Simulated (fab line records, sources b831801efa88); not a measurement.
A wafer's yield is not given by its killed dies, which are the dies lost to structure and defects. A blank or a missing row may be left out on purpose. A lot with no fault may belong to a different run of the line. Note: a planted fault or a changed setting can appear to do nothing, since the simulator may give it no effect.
Which of the tools did it? | flow gf180mcu | 10 lots with 30 wafers sampled at 5 steps, on a route of 602 steps

WHAT THE GAUGES READ, wafer by wafer
GF_MIM_RS_MEAS_10: the measuring method here is four-point-probe.
lot  | measured     | on            | MIM_ALCU_RS (ohm/sq)
L813 | day 23 21:55 | film_metro-02 | 0.1587 0.1595 0.1570
L818 | day 27 18:18 | film_metro-04 | 0.1577 0.1596 0.1580
L821 | day 28 01:37 | film_metro-02 | 0.1597 0.1587 0.1591
L823 | day 28 04:01 | film_metro-01 | 0.1620 0.1742 0.1597
L824 | day 28 05:05 | film_metro-01 | 0.1605 0.1599 0.1606
L825 | day 28 16:36 | film_metro-04 | 0.1583 0.1707 0.1559
L826 | day 29 09:25 | film_metro-01 | 0.1593 0.1566 0.1597
L829 | day 30 01:37 | film_metro-04 | 0.1608 0.1607 0.1595
L830 | day 30 11:17 | film_metro-02 | 0.1623 0.1600 0.1615
L835 | day 31 16:35 | film_metro-01 | 0.1583 0.1578 0.1570

EACH LOT AND THE TOOL THAT RAN IT (in order: tool; ch and the chambers of the sampled wafers; start)
lot  | GF_V4_SPUTTER_22             | GF_V4_CVD_23                  | GF_MIM_SPUTTER_04            | GF_MIM_SPUTTER_08
L813 | pvd_sputter-04, day 23 20:53 | cvd_w-02 ch 0,1, day 23 20:55 | pvd_sputter-01, day 23 21:41 | pvd_sputter-02, day 23 21:52
L818 | pvd_sputter-04, day 27 17:14 | cvd_w-01 ch 0,1, day 27 17:16 | pvd_sputter-01, day 27 18:03 | pvd_sputter-04, day 27 18:13
L821 | pvd_sputter-01, day 28 00:31 | cvd_w-01 ch 0,1, day 28 00:33 | pvd_sputter-02, day 28 01:22 | pvd_sputter-01, day 28 01:33
L823 | pvd_sputter-04, day 28 02:58 | cvd_w-01 ch 0,1, day 28 03:00 | pvd_sputter-02, day 28 03:46 | pvd_sputter-04, day 28 03:57
L824 | pvd_sputter-01, day 28 04:02 | cvd_w-01 ch 0, day 28 04:04   | pvd_sputter-04, day 28 04:50 | pvd_sputter-01, day 28 05:01
L825 | pvd_sputter-03, day 28 15:34 | cvd_w-01 ch 0,1, day 28 15:35 | pvd_sputter-02, day 28 16:22 | pvd_sputter-04, day 28 16:33
L826 | pvd_sputter-04, day 29 08:22 | cvd_w-02 ch 0,1, day 29 08:25 | pvd_sputter-01, day 29 09:11 | pvd_sputter-02, day 29 09:22
L829 | pvd_sputter-01, day 30 00:32 | cvd_w-02 ch 0,1, day 30 00:35 | pvd_sputter-04, day 30 01:21 | pvd_sputter-01, day 30 01:32
L830 | pvd_sputter-04, day 30 10:05 | cvd_w-02 ch 0,1, day 30 10:08 | pvd_sputter-04, day 30 11:04 | pvd_sputter-02, day 30 11:14
L835 | pvd_sputter-04, day 31 15:31 | cvd_w-01 ch 0, day 31 15:33   | pvd_sputter-01, day 31 16:19 | pvd_sputter-04, day 31 16:31
- GF_V4_SPUTTER_22: material TiN, target thk 10 nm, time 40 s.
- GF_V4_CVD_23: deposits W, target thk 350 nm, time 104.9 s.
- GF_MIM_SPUTTER_04: material TiN, target thk 50 nm, time 41.7 s.
- GF_MIM_SPUTTER_08: material AlCu, target thk 200 nm, time 10.6 s.

THE ANSWER, worked out from the rows above alone
Rule: the lots themselves supply what counts as usual. The widest of any qualifying gaps counts: lots, ordered by their means at a reading, are off when they make up no more than a third of the lots, leave a main group of 4 or more, and stand apart from it by 3 or more times the standard deviation of that group's means. The tables above print the reading to a certain number of digits; a main group whose means all agree to those digits is not used. A lot without any number at a reading at which 4 lots or more have one is off too. Any other lot the step has rows for is counted as sound.
None of the lots is off at any reading shown; this tells nothing.

WHAT THE SIMULATOR HAD INSERTED
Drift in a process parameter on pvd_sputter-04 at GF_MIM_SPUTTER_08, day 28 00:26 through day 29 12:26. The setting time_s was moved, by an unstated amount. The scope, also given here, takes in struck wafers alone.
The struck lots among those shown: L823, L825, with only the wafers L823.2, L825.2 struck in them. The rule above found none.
